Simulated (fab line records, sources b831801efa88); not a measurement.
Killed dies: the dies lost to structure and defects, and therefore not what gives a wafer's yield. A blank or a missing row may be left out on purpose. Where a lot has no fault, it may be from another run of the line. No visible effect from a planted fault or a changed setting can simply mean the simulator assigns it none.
Which tool is to blame? + flow sky130 + 18 wafers sampled from 6 lots at 1 step of a route of 708

== WHAT THE GAUGES SHOWED, per wafer ==
SKY_CONTACT_THK_MEAS_01.
| lot  | measured     | on           | CONTACT_CVD_00_THK (nm) |
|------|--------------|--------------|-------------------------|
| L531 | day 31 21:53 | filmMetro-04 | 74.5 75.5 75.0          |
| L533 | day 32 14:41 | filmMetro-04 | 75.1 75.4 75.2          |
| L535 | day 32 22:20 | filmMetro-01 | 74.1 74.0 74.9          |
| L536 | day 33 10:47 | filmMetro-01 | 73.9 74.3 74.5          |
| L539 | day 34 10:29 | filmMetro-03 | 74.3 74.4 75.2          |
| L541 | day 34 20:46 | filmMetro-04 | 74.2 75.8 76.1          |

== EACH LOT AND THE TOOL THAT RAN IT (in order: tool; ch and the chambers of the sampled wafers; start) ==
No process step before these readings appears in the record.

== THE ANSWER, worked out from the rows above alone ==
Rule: the lots themselves supply what counts as usual. Put in order of their means at a reading, lots are off if they are a third of the lots or fewer, leave a main group of 4 or more, and stand apart from it by a gap of 3 or more times the standard deviation of the main group's means; of several such gaps the widest counts. The tables above print the reading to a certain number of digits; a main group whose means all agree to those digits is not used. Also off: a lot with no number at a reading for which 4 or more lots have one. The other lots that the step has rows for count as sound.
No lot is off on any of the readings shown, so nothing can be concluded from this.

== WHAT THE SIMULATOR HAD PUT IN ==
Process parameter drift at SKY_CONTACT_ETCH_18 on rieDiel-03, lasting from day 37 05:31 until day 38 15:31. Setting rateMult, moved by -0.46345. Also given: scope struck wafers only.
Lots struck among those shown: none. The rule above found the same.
